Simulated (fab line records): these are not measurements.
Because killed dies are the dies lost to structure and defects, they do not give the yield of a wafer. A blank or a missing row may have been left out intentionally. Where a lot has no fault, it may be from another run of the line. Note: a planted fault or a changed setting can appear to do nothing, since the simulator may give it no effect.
fab line records	flow sky130
record lots=7	wafers=21	lastDay=49
route steps=708 shown POLY_GATE@235 LDD_N@237 PAD_OPEN@708
lots that met no fault: from a run of the same line without faults
startH: the number of hours between the record's first day and the start of the first shown wafer of the lot	waitH: hours since the lot's step before	" the same as in the row above	L1.1+2: several wafers, shown together as one row	- no value, or no start given	* or withheld: withheld	< > ~ a bound
route shown NAME@n: a module of which the file shows steps, and the number in the route of the first	usual: mean/standard deviation taken from wafers without a fault	same: alike in all rows	chamber/n: place in a boat	sites: per-site readings	_std_site: the values' standard deviation	_edge_site: inner sites' mean taken away from outer sites' mean	radiusMm: how far each site lies from the wafer's centre	mask NAME#n: copy n	behind: tool/chamber where the wafer was last shaped	hold: what put the lot on hold/how long, in hours/how the hold closed	device: which transistor (n, p or np) failed to switch	end of line: tests of these same wafers at the route's end	a step with no rows: only its recipe	killed: count of dies lost to structure and defects at first sort (not the wafer's yield)	map: a wafer's dies, marking killed ones x, the rest . and places with no die _
set.NAME: setting as actually run; set.NAME@STEP: the setting as run at that earlier step	model.NAME: the simulator's own value behind a step, which no gauge read
lots at selected steps of the route; one table per step, one row per wafer
services: when a tool's chamber went out of use (startH, in hours from the record's first day, below 0 if earlier), for how many hours, and the reason
## steps
# step SKY_POLY_GATE_THK_MEAS_21
# recipe reads=SiO2_of_POLY_GATE_OXIDATION_20
# usual POLY_GATE_OXIDATION_THK=3.99/0.095
lot.wafer	tool	chamber	startH	waitH	POLY_GATE_OXIDATION_THK[nm]
L193.4	filmMetro-02	-	397.17	0.0	4.21
L193.5	"	-	"	"	4.19
L193.6	"	-	"	"	4.12
L197.1	filmMetro-04	-	436.51	0.0	4.05
L197.2	"	-	"	"	3.98
L197.5	"	-	"	"	3.94
L198.3	filmMetro-04	-	440.53	0.0	4.05
L198.5	"	-	"	"	3.92
L198.6	"	-	"	"	3.93
L199.2	filmMetro-02	-	450.04	0.0	4.14
L199.5	"	-	"	"	4.13
L199.6	"	-	"	"	4.08
L204.2	filmMetro-02	-	492.98	0.0	3.88
L204.3	"	-	"	"	3.96
L204.4	"	-	"	"	3.90
L208.1	filmMetro-03	-	530.98	0.0	3.94
L208.3	"	-	"	"	4.05
L208.4	"	-	"	"	4.09
L209.2	filmMetro-03	-	540.40	0.0	3.94
L209.5	"	-	"	"	4.07
L209.6	"	-	"	"	4.09
# step SKY_POLY_GATE_CD_MEAS_22
# usual cdNm=150.6/2.6
lot.wafer	tool	chamber	startH	waitH	cdNm
L193.4	cdSem-02	-	397.29	0.1	149.4
L193.5	"	-	"	"	152.0
L193.6	"	-	"	"	153.3
L197.1	cdSem-02	-	436.57	0.1	147.7
L197.2	"	-	"	"	149.6
L197.5	"	-	"	"	151.8
L198.3	cdSem-02	-	440.62	0.1	150.8
L198.5	"	-	"	"	151.8
L198.6	"	-	"	"	150.0
L199.2	cdSem-02	-	450.12	0.1	149.2
L199.5	"	-	"	"	145.8
L199.6	"	-	"	"	148.7
L204.2	cdSem-02	-	493.06	0.1	154.7
L204.3	"	-	"	"	153.6
L204.4	"	-	"	"	155.9
L208.1	cdSem-01	-	531.04	0.1	153.2
L208.3	"	-	"	"	154.1
L208.4	"	-	"	"	153.2
L209.2	cdSem-01	-	540.47	0.1	148.0
L209.5	"	-	"	"	149.9
L209.6	"	-	"	"	151.8
# step SKY_LDD_N_DEHYDRATE_00
# recipe tempC=200	timeS=60
# step SKY_LDD_N_HMDS_01
# recipe primeTimeS=60	primeTempC=120
# step SKY_LDD_N_COAT_02
# recipe resist=NOVOLAK	spinRpm=3000	resistThkNm=300
# step SKY_LDD_N_SOFTBAKE_03
# recipe tempC=90	timeS=60	resist=NOVOLAK
# step SKY_LDD_N_EXPOSE_04
# recipe maskId=NTM	targetCdNm=840	na=0.6	sourceShape=conventional	sigmaOuter=0.6	doseMj=110
# step SKY_LDD_N_PEB_05
# recipe tempC=withheld	timeS=*	resist=NOVOLAK
# step SKY_LDD_N_DEVELOP_06
# recipe developTimeS=60	devTempC=23
# step SKY_LDD_N_OVL_MEAS_07
# usual LDD_N_OVL=-0.7/1.4
lot.wafer	tool	chamber	startH	waitH	LDD_N_OVL[nm]
L193.4	overlay-02	-	426.70	0.1	-0.1
L193.5	"	-	"	"	0.3
L193.6	"	-	"	"	-0.5
L197.1	overlay-02	-	468.03	0.1	-0.5
L197.2	"	-	"	"	-2.2
L197.5	"	-	"	"	-0.4
L198.3	overlay-01	-	471.79	0.1	1.2
L198.5	"	-	"	"	0.7
L198.6	"	-	"	"	-0.3
L199.2	overlay-02	-	481.38	0.1	-3.3
L199.5	"	-	"	"	-2.6
L199.6	"	-	"	"	-2.2
L204.2	overlay-01	-	523.96	0.1	-1.0
L204.3	"	-	"	"	-1.8
L204.4	"	-	"	"	-3.0
L208.1	overlay-01	-	561.18	0.1	1.6
L208.3	"	-	"	"	-0.8
L208.4	"	-	"	"	1.6
L209.2	overlay-02	-	570.31	0.1	-1.0
L209.5	"	-	"	"	0.6
L209.6	"	-	"	"	0.3
# step SKY_LDD_N_IMPLANT_08
# recipe species=As	energyKev=20	doseCm2=7.37e+13	tiltDeg=withheld	rotationDeg=23
# step SKY_LDD_N_IMPLANT_09
# recipe species=As	energyKev=20	doseCm2=7.5e+13	tiltDeg=withheld	rotationDeg=113
# step SKY_LDD_N_IMPLANT_10
# recipe species=As	energyKev=20	doseCm2=7.5e+13	tiltDeg=withheld	rotationDeg=203
# usual doseIonsCm2=7.5e+13/8.3e+10	faradayCurrentUA=423/8.3
lot.wafer	tool	chamber	startH	waitH	doseIonsCm2	faradayCurrentUA
L193.4	implanter-01	0	427.09	0.1	7.497e+13	433
L193.5	"	0	"	"	7.5e+13	424
L193.6	"	0	"	"	7.501e+13	418
L197.1	implanter-01	0	468.36	0.1	5.48e+13	300
L197.2	"	0	"	"	5.479e+13	316
L197.5	"	0	"	"	5.479e+13	308
L198.3	implanter-01	0	472.16	0.1	5.475e+13	302
L198.5	"	0	"	"	5.479e+13	307
L198.6	"	0	"	"	5.498e+13	300
L199.2	implanter-01	0	481.74	0.1	5.464e+13	322
L199.5	"	0	"	"	5.479e+13	310
L199.6	"	0	"	"	5.481e+13	308
L204.2	implanter-03	0	524.32	0.1	7.502e+13	413
L204.3	"	0	"	"	7.5e+13	436
L204.4	"	0	"	"	7.502e+13	419
L208.1	implanter-02	0	561.51	0.1	7.499e+13	410
L208.3	"	0	"	"	7.508e+13	413
L208.4	"	0	"	"	7.505e+13	428
L209.2	implanter-02	0	570.67	0.1	7.504e+13	425
L209.5	"	0	"	"	7.501e+13	422
L209.6	"	0	"	"	7.499e+13	434
# step SKY_LDD_N_IMPLANT_11
# recipe species=As	energyKev=20	doseCm2=7.5e+13	tiltDeg=withheld	rotationDeg=293
# step SKY_LDD_N_IMPLANT_12
# recipe species=BF2	energyKev=50	doseCm2=5e+12	tiltDeg=30	rotationDeg=0
# step SKY_LDD_N_IMPLANT_13
# recipe species=BF2	energyKev=50	doseCm2=5e+12	tiltDeg=30	rotationDeg=90
# step SKY_LDD_N_IMPLANT_14
# recipe species=BF2	energyKev=50	doseCm2=5e+12	tiltDeg=30	rotationDeg=180
# step SKY_LDD_N_IMPLANT_15
# recipe species=BF2	energyKev=50	doseCm2=5e+12	tiltDeg=30	rotationDeg=270
# step SKY_LDD_N_STRIP_16
# recipe chemistry=O2/N2	powerW=1400	pressureMtorr=1500	platenTempC=withheld	o2FlowSccm=3000	n2FlowSccm=300	overashFraction=0.5
# usual drypumpMotorCurrentA=5.8/0.43	oesProductAu=0.406/0.0043	stripTimeToEndpointS=4.314/0.014
lot.wafer	tool	chamber	startH	waitH	drypumpMotorCurrentA	oesProductAu	rfHoursCounterH	stripTimeToEndpointS
L193.4	plasmaAsher-04	0	427.95	0.1	5.4	0.404	-	4.301
L193.5	"	1	"	"	6.3	0.404	-	4.330
L193.6	"	0	"	"	5.4	0.405	-	4.303
L197.1	plasmaAsher-01	0	469.26	0.1	6.1	0.412	35	4.257
L197.2	"	1	"	"	5.4	0.408	35	4.269
L197.5	"	0	"	"	6.1	0.407	-	4.242
L198.3	plasmaAsher-03	1	473.05	0.1	5.8	0.412	-	4.270
L198.5	"	0	"	"	6.3	0.416	-	4.277
L198.6	"	1	"	"	5.8	0.413	-	4.278
L199.2	plasmaAsher-01	0	482.61	0.1	6.1	0.405	36	4.254
L199.5	"	0	"	"	6.1	0.413	-	4.262
L199.6	"	1	"	"	5.4	0.407	-	4.265
L204.2	plasmaAsher-04	0	525.19	0.1	5.4	0.402	85	4.297
L204.3	"	1	"	"	6.3	0.408	-	4.285
L204.4	"	0	"	"	5.4	0.400	-	4.294
L208.1	plasmaAsher-04	0	566.39	0.1	5.4	0.409	89	4.312
L208.3	"	0	"	"	5.4	0.411	-	4.300
L208.4	"	1	"	"	6.3	0.410	-	4.307
L209.2	plasmaAsher-04	0	571.54	0.1	5.3	0.407	90	4.292
L209.5	"	0	"	"	5.4	0.398	-	4.322
L209.6	"	1	"	"	6.3	0.405	-	4.318
# step SKY_LDD_N_TW_MEAS_17
# usual LDD_N_TW=2555/19
lot.wafer	tool	chamber	startH	waitH	LDD_N_TW
L193.4	filmMetro-01	-	428.04	0.1	2567
L193.5	"	-	"	"	2557
L193.6	"	-	"	"	2582
L197.1	filmMetro-04	-	469.36	0.1	2515
L197.2	"	-	"	"	2498
L197.5	"	-	"	"	2511
L198.3	filmMetro-04	-	473.13	0.1	2508
L198.5	"	-	"	"	2509
L198.6	"	-	"	"	2519
L199.2	filmMetro-04	-	482.72	0.1	2511
L199.5	"	-	"	"	2515
L199.6	"	-	"	"	2516
L204.2	filmMetro-02	-	525.30	0.1	2544
L204.3	"	-	"	"	2547
L204.4	"	-	"	"	2534
L208.1	filmMetro-02	-	566.49	0.1	2536
L208.3	"	-	"	"	2534
L208.4	"	-	"	"	2546
L209.2	filmMetro-02	-	571.65	0.1	2548
L209.5	"	-	"	"	2531
L209.6	"	-	"	"	2539
# step SKY_PAD_OPEN_PROBE_99
# usual killed_at_M0_to_M3=43/6.6	killed_at_M4_up=3.4/1.8	killedAtContacts=24/4.9	killedAtFrontEnd=15/4.1	killedAtOther=0.3/0.55	killedDies=85/8.8	killedOnRim=17/3.7	killedOpen=46/6.1	killedShort=39/5.7
# same grossDies=492	killedAtBackSide=0
lot.wafer	tool	chamber	startH	waitH	killed_at_M0_to_M3	killed_at_M4_up	killedAtContacts	killedAtFrontEnd	killedAtOther	killedDies	killedOnRim	killedOpen	killedShort	model.etest.tipN.rsOhmSq
L193.4	prober-01	-	1095.73	0.2	43	2	20	11	0	76	13	47	29	449
L193.5	prober-01	-	1095.78	0.2	30	2	25	21	0	78	14	47	31	445.4
L193.6	prober-01	-	1095.83	0.2	46	0	20	22	0	88	18	42	45	445
L197.1	prober-01	-	1121.72	0.1	46	4	27	13	1	91	19	49	39	468.9
L197.2	prober-01	-	1121.77	0.1	47	2	30	13	0	92	21	45	45	464.4
L197.5	prober-01	-	1121.92	0.2	48	1	27	8	0	84	16	41	43	467.9
L198.3	prober-02	-	1124.96	0.2	40	3	17	15	0	75	9	36	39	461.6
L198.5	prober-02	-	1125.06	0.2	43	5	23	11	0	82	18	52	30	458.8
L198.6	prober-02	-	1125.11	0.2	43	5	20	13	2	83	17	46	37	461.2
L199.2	prober-01	-	1131.55	0.1	37	4	20	19	0	80	13	50	30	465.6
L199.5	prober-01	-	1131.70	0.2	37	4	26	14	0	81	15	42	39	464.6
L199.6	prober-01	-	1131.75	0.2	38	6	24	17	1	86	20	45	41	462.6
L204.2	prober-02	-	1155.25	0.1	49	3	26	11	0	89	19	50	39	442.9
L204.3	prober-02	-	1155.30	0.2	41	3	22	10	0	76	14	46	30	442.7
L204.4	prober-02	-	1155.35	0.2	38	1	27	12	0	78	17	37	41	444.9
L208.1	prober-02	-	1182.01	0.1	47	5	24	23	0	99	21	61	37	440.6
L208.3	prober-02	-	1182.11	0.2	39	2	27	11	0	79	10	43	35	440.2
L208.4	prober-02	-	1182.16	0.2	50	1	27	14	0	92	12	50	41	440.5
L209.2	prober-01	-	1183.56	0.1	56	5	19	19	0	99	21	48	50	443.8
L209.5	prober-01	-	1183.71	0.2	47	1	26	13	0	87	15	51	36	445.7
L209.6	prober-01	-	1183.76	0.2	52	6	23	12	0	93	24	46	47	444.9
# killed by level:class
L193.4 VIA1:geometricParticle:open=11 CONTACT:geometricParticle:open=8 VIA2:geometricParticle:open=8 LI_CONTACT:geometricParticle:open=6 METAL1:geometricParticle:short=5 VIA3:geometricParticle:open=5 VIA1:geometricParticle:short=4 VIA2:geometricParticle:short=4
L193.5 CONTACT:geometricParticle:open=9 FIELD_ISO:geometricParticle:open=7 LI_CONTACT:geometricParticle:open=6 POLY_GATE:geometricParticle:open=4 METAL1:geometricParticle:short=4 VIA2:geometricParticle:short=4 VIA2:geometricParticle:open=4 FIELD_ISO:geometricParticle:short=3
L193.6 VIA1:geometricParticle:open=9 VIA2:geometricParticle:short=8 LI_CONTACT:geometricParticle:open=7 VIA3:geometricParticle:open=7 VIA1:geometricParticle:short=6 POLY_GATE:geometricParticle:short=5 POLY_CUT:geometricParticle:short=4 LOCAL_INTERCONNECT:geometricParticle:short=4
L197.1 CONTACT:geometricParticle:open=9 LI_CONTACT:geometricParticle:open=8 VIA1:geometricParticle:open=8 VIA1:geometricParticle:short=7 VIA2:geometricParticle:open=7 LOCAL_INTERCONNECT:geometricParticle:short=6 METAL1:geometricParticle:short=6 METAL2:geometricParticle:open=4
L197.2 VIA1:geometricParticle:open=14 LI_CONTACT:geometricParticle:open=8 CONTACT:geometricParticle:short=8 CONTACT:geometricParticle:open=8 VIA2:geometricParticle:open=7 METAL1:geometricParticle:short=5 VIA1:geometricParticle:short=5 VIA3:geometricParticle:open=5
L197.5 CONTACT:geometricParticle:open=12 METAL2:geometricParticle:short=7 VIA1:geometricParticle:open=7 VIA1:geometricParticle:short=6 LI_CONTACT:geometricParticle:open=6 VIA3:geometricParticle:open=6 METAL1:geometricParticle:short=6 LOCAL_INTERCONNECT:geometricParticle:short=5
L198.3 VIA3:geometricParticle:open=9 CONTACT:geometricParticle:open=7 LI_CONTACT:geometricParticle:open=6 METAL2:geometricParticle:short=6 FIELD_ISO:geometricParticle:short=5 VIA2:geometricParticle:open=5 VIA2:geometricParticle:short=5 POLY_GATE:geometricParticle:short=4
L198.5 VIA1:geometricParticle:open=14 VIA3:geometricParticle:open=10 LI_CONTACT:geometricParticle:open=9 LOCAL_INTERCONNECT:geometricParticle:short=6 METAL1:geometricParticle:short=4 VIA2:geometricParticle:open=4 METAL3:geometricParticle:short=4 FIELD_ISO:geometricParticle:open=3
L198.6 VIA1:geometricParticle:open=9 VIA2:geometricParticle:open=9 LI_CONTACT:geometricParticle:open=6 METAL2:geometricParticle:short=6 VIA3:geometricParticle:open=6 CONTACT:geometricParticle:short=5 LOCAL_INTERCONNECT:geometricParticle:short=4 VIA1:geometricParticle:short=4
L199.2 VIA1:geometricParticle:open=14 CONTACT:geometricParticle:open=10 POLY_GATE:geometricParticle:open=5 LOCAL_INTERCONNECT:geometricParticle:short=5 VIA3:geometricParticle:open=5 FIELD_ISO:geometricParticle:short=4 LI_CONTACT:geometricParticle:open=4 VIA1:geometricParticle:short=4
L199.5 CONTACT:geometricParticle:open=9 VIA3:geometricParticle:open=7 FIELD_ISO:geometricParticle:short=6 METAL1:geometricParticle:short=6 VIA2:geometricParticle:open=6 VIA1:geometricParticle:open=5 POLY_GATE:geometricParticle:open=4 LI_CONTACT:geometricParticle:open=4
L199.6 VIA1:geometricParticle:open=10 METAL1:geometricParticle:short=8 CONTACT:geometricParticle:open=8 VIA3:geometricParticle:open=6 POLY_GATE:geometricParticle:open=5 POLY_GATE:geometricParticle:short=5 LOCAL_INTERCONNECT:geometricParticle:short=5 CONTACT:geometricParticle:short=5
L204.2 VIA1:geometricParticle:open=16 CONTACT:geometricParticle:open=8 LI_CONTACT:geometricParticle:open=7 METAL2:geometricParticle:short=7 CONTACT:geometricParticle:short=6 VIA1:geometricParticle:short=5 VIA2:geometricParticle:open=5 VIA3:geometricParticle:open=4
L204.3 CONTACT:geometricParticle:open=13 VIA1:geometricParticle:open=8 VIA3:geometricParticle:open=7 METAL1:geometricParticle:short=6 VIA2:geometricParticle:open=5 VIA1:geometricParticle:short=5 METAL2:geometricParticle:short=4 CONTACT:geometricParticle:short=4
L204.4 LI_CONTACT:geometricParticle:open=7 FIELD_ISO:geometricParticle:short=6 CONTACT:geometricParticle:open=6 VIA1:geometricParticle:open=6 METAL2:geometricParticle:short=6 LOCAL_INTERCONNECT:geometricParticle:short=5 VIA2:geometricParticle:open=5 LI_CONTACT:geometricParticle:short=4
L208.1 CONTACT:geometricParticle:open=11 VIA3:geometricParticle:open=9 VIA2:geometricParticle:open=8 POLY_GATE:geometricParticle:open=6 LI_CONTACT:geometricParticle:open=6 METAL1:geometricParticle:short=6 VIA1:geometricParticle:open=6 METAL4:geometricParticle:short=5
L208.3 VIA1:geometricParticle:open=15 CONTACT:geometricParticle:open=9 LOCAL_INTERCONNECT:geometricParticle:short=5 METAL2:geometricParticle:short=5 VIA1:geometricParticle:short=4 POLY_GATE:geometricParticle:short=4 LI_CONTACT:geometricParticle:short=4 METAL1:geometricParticle:short=4
L208.4 CONTACT:geometricParticle:open=13 METAL1:geometricParticle:short=8 VIA1:geometricParticle:open=7 VIA2:geometricParticle:short=7 VIA2:geometricParticle:open=6 LOCAL_INTERCONNECT:geometricParticle:short=5 METAL1:geometricParticle:open=5 VIA1:geometricParticle:short=5
L209.2 VIA1:geometricParticle:open=12 METAL1:geometricParticle:short=9 CONTACT:geometricParticle:open=8 VIA1:geometricParticle:short=8 VIA3:geometricParticle:open=7 POLY_GATE:geometricParticle:short=6 METAL2:geometricParticle:short=6 SPACER:geometricParticle:open=4
L209.5 VIA1:geometricParticle:open=10 VIA3:geometricParticle:open=9 CONTACT:geometricParticle:open=9 VIA2:geometricParticle:open=9 LI_CONTACT:geometricParticle:open=6 CONTACT:geometricParticle:short=6 FIELD_ISO:geometricParticle:short=3 POLY_GATE:geometricParticle:short=3
L209.6 VIA1:geometricParticle:open=11 VIA2:geometricParticle:open=9 METAL1:geometricParticle:short=8 CONTACT:geometricParticle:open=7 CONTACT:geometricParticle:short=7 METAL2:geometricParticle:short=6 VIA3:geometricParticle:open=6 VIA2:geometricParticle:short=5
## services
tool	chamber	startH	hours	kind
implanter-03	-	431.58	5.6	pm
implanter-01	-	435.99	2.4	repair
implanter-03	-	462.92	3.6	pm
implanter-02	-	472.04	24.0	pm
plasmaAsher-01	-	475.12	1.9	repair
implanter-02	-	505.51	2.9	repair
implanter-01	-	530.21	5.2	repair
implanter-02	-	544.04	1.8	repair
## key
firstSign step=SKY_LDD_N_IMPLANT_10	reading=doseIonsCm2	direction=down	sigmas=99+	usual=*	struck=*
effect step=SKY_LDD_N_IMPLANT_10	reading=faradayCurrentUA	direction=down	sigmas=14	usual=423	struck=308
effect step=SKY_LDD_N_STRIP_16	reading=stripTimeToEndpointS	direction=down	sigmas=3.6	usual=*	struck=*
effect step=SKY_LDD_N_TW_MEAS_17	reading=LDD_N_TW	direction=down	sigmas=2.3	usual=2555	struck=2511
modelEffect step=SKY_PAD_OPEN_PROBE_99	value=etest.tipN.rsOhmSq	without=443.8	struck=463.9
metAt SKY_LDD_N_IMPLANT_10
struckWafers L197.1,L197.2,L197.5,L198.3,L198.5,L198.6,L199.2,L199.5,L199.6
testerLeftOut L197,L198,L199
onsetBetween 427.09 468.36
fault kind=processParameterDrift	tool=implanter-01	chamber=-	onsetH=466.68	steps=SKY_LDD_N_IMPLANT_10	channel=doseCm2	offset=*	shape=step	endH=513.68	actsIn=*	stated=*
# testerLeftOut: of these lots the tester's yield and bins aren't shown, on N5 and GAA mostly nor the transistor test; their killed dies are dies lost to structure and defects alone, not to doping, threshold or leakage, so they don't give the yield
